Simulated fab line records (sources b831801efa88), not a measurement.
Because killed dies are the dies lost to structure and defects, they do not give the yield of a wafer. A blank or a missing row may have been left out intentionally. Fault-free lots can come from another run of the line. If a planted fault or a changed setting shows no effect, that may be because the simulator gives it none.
The same fault as seen by 2 desks | flow gf180mcu | only its own numbers are on each desk; what lay behind them is given at the end

METROLOGY DESK
Means of the sampled wafers that have a number, per lot and without regard to the tool the lot ran on: this is what the gauges read. Marked OUT: a lot whose mean sits more than 4 standard deviations from the usual mean, which makes it out of limits; the brackets give that distance.
Columns: A = INCOMING_BOW at GF_STI_BOW_MEAS_00, usual -1 um; B = STI_CVD_23_THK at GF_STI_THK_MEAS_24, usual 655 nm; C = POLY_GATE_OVL at GF_POLY_GATE_OVL_MEAS_11, usual 5 nm
lot  | first seen here | A  | B   | C
L628 | day 1 15:01     | 0  | 659 | 9
L629 | day 1 20:02     | 4  | 653 | 10
L630 | day 2 01:00     | 0  | 653 | 8
L635 | day 3 02:01     | -2 | 651 | 3
L636 | day 3 07:01     | 1  | 657 | -2
L638 | day 3 17:00     | -3 | 644 | 3
L642 | day 4 13:00     | -0 | 661 | 1
L645 | day 5 04:00     | -1 | 655 | 12
L646 | day 5 09:02     | 1  | 652 | 6
L647 | day 5 14:02     | 0  | 656 | 15
L648 | day 5 19:00     | -1 | 656 | 0
L649 | day 6 00:00     | -4 | 649 | 5
L650 | day 6 05:02     | 0  | 653 | 2
This desk found nothing out of limits on any of the 13 lots.

DESK OF THE TOOL OWNER: rie_si-01
The tool's own readings at GF_STI_ETCH_14 (etches Si in HBr/Cl2/O2, target depth 360 nm, time 102.9 s): means of the sampled wafers that have a number, for each lot that ran on this tool. Marked OUT: a lot whose mean sits more than 4 standard deviations from the usual mean, which makes it out of limits; the brackets give that distance.
Columns: A = drypump_motor_current_A at GF_STI_ETCH_14, usual 5.5 A; B = oes_product_au at GF_STI_ETCH_14, usual 1.001 a.u.; C = rf_fwd_power_W at GF_STI_ETCH_14, usual 596.5 W; D = throttle_valve_pct at GF_STI_ETCH_14, usual 25.657 %
lot  | first seen here | A   | B                | C     | D
L628 | day 2 07:01     | 5.7 | 1.003            | 595.7 | 25.650
L629 | day 2 11:06     | 5.7 | 1.007            | 595.2 | 25.651
L630 | day 2 17:04     | 5.3 | 1.001            | 597.6 | 25.661
L635 | day 3 18:31     | 5.4 | 0.926 (-6.8) OUT | 595.9 | 25.695
L636 | day 4 00:09     | 5.7 | 0.912 (-8.1) OUT | 597.4 | 25.713 (+5.1) OUT
L638 | day 4 10:34     | 5.3 | 0.960            | 597.5 | 25.683
L650 | day 7 01:01     | 5.6 | 1.002            | 595.3 | 25.660
This desk's finding: out of limits on L635, L636; first on L635, day 3 18:31 (oes_product_au at GF_STI_ETCH_14). L628, L629, L630, L638, L650: within limits.

BROUGHT TOGETHER
The tool owner's desk could have raised an alarm at day 3 18:31, on L635, L636.
Nothing out of limits was seen by the metrology desk.
The metrology desk has L635, L636 on record, within its limits.
The lots listed all ran GF_STI_ETCH_14 on rie_si-01.

WHAT THE SIMULATOR PUT IN
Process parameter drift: rie_si-01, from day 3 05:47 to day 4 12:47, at GF_STI_ETCH_14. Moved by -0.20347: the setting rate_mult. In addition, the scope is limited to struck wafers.
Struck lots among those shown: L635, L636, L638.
Hours from the fault's start to each desk's first reading out of limits: the tool owner's desk, 13.
